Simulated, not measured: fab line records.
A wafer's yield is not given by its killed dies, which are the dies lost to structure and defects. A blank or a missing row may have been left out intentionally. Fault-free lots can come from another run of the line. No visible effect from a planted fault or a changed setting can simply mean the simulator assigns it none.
A lot that was struck, set against a sound lot ; flow gf180mcu ; 18 steps out of a route of 602
Sound: wafers L409.1, L409.5, L409.6. Wafers struck: L419.1, L419.3, L419.4. The cause is given at the end.
Each step with rows lists, per side, the tool, then ch with its chambers, then its first start. Under that, the readings that differ: sound wafers ; struck wafers ; difference of the means ; sigmas: that difference in standard deviations of wafers without a fault.
alike: a reading whose means differ by less than 2 such deviations, as well as words and numbers matching on both sides. not compared: withheld readings; readings where some wafer has no value; bounds like >300 that might hide an equal value; numbers whose values overlap and for which the record gives no deviation.
The two part at a step that has a row with sigmas, a row that says differs or no value, or rows on one side only. Numbers that have no deviation but don't overlap get no sigmas and don't part them. Lack of a reading on every wafer of one side parts them only where that side has two or more wafers.

first, 3 steps without rows for these wafers: GF_HV_LDD_EXPOSE_16 (exposes mask Pplus LV AREA, target cd 400 nm); GF_HV_LDD_PEB_17; GF_HV_LDD_DEVELOP_18 (develop time 60 s).
GF_HV_LDD_CD_MEAS_19: target cd 400 nm.
  struck on cd_sem-02, day 14 20:20; sound on cd_sem-02, day 11 21:06
reading;sound;struck;difference;sigmas
cd_nm (nm);404.8 407.2 404.2;399.8 398.0 398.7;-6.6;-3
GF_HV_LDD_OVL_MEAS_20:
  struck on overlay-01, day 14 20:28; sound on overlay-02, day 11 21:13
  alike: HV_LDD_01_OVL
next, for these wafers, 1 step has no rows: GF_HV_LDD_IMPLANT_21.
GF_HV_LDD_STRIP_22: strips in O2/N2.
  sound on plasma_asher-04 ch 0,1, day 11 21:25; struck on plasma_asher-04 ch 0,1, day 14 20:39
reading;sound;struck;difference;sigmas
strip_time_to_endpoint_s (s);12.56 12.57 12.57;12.65 12.64 12.64;+0.08;+2
  alike: drypump_motor_current_A, heater_power_w, n2_flow_sccm, oes_product_au
  not compared: rf_hours_counter_h
GF_HV_LDD_TW_MEAS_23:
  struck on film_metro-02, day 14 20:45; sound on film_metro-04, day 11 21:31
  alike: HV_LDD_2_TW
then, 4 steps without rows for these wafers: GF_HV_LDD_DEHYDRATE_24 (time 60 s); GF_HV_LDD_HMDS_25 (prime time 60 s); GF_HV_LDD_COAT_26 (resist thk 1000 nm); GF_HV_LDD_SOFTBAKE_27 (time 60 s).
GF_HV_LDD_EXPOSE_28: exposes mask Nplus HV AREA, target cd 400 nm.
  sound on iline_stepper-01 ch 0, day 12 07:42; struck on iline_stepper-02 ch 0, day 15 07:29
reading;sound;struck;difference;sigmas
exposure_dose_mJ_cm2;139.60 139.65 139.83;148.90 148.75 148.72;+9.10;+61
  alike: mask
then, 2 steps without rows for these wafers: GF_HV_LDD_PEB_29; GF_HV_LDD_DEVELOP_30 (develop time 60 s).
GF_HV_LDD_CD_MEAS_31: target cd 400 nm.
  struck on cd_sem-02, day 15 18:41; sound on cd_sem-02, day 12 17:01
reading;sound;struck;difference;sigmas
cd_nm (nm);404.1 402.2 404.9;414.3 416.2 418.7;+12.7;+5
  not compared: hold
GF_HV_LDD_OVL_MEAS_32:
  struck on overlay-02, day 15 21:19; sound on overlay-02, day 12 17:08
reading;sound;struck;difference;sigmas
hold;- - -;await_dispo/2.5h/release await_dispo/2.5h/release await_dispo/2.5h/release;no value on the sound wafers;
  alike: HV_LDD_02_OVL
GF_PASSIVATION_PROBE_99:
  sound wafers here have rows in the record (prober-02, day 30 03:17); struck ones have none

== WHERE THEY PART ==
At GF_HV_LDD_CD_MEAS_19 first; at GF_PASSIVATION_PROBE_99 last (within this record only).

WHY: what the simulator had put in
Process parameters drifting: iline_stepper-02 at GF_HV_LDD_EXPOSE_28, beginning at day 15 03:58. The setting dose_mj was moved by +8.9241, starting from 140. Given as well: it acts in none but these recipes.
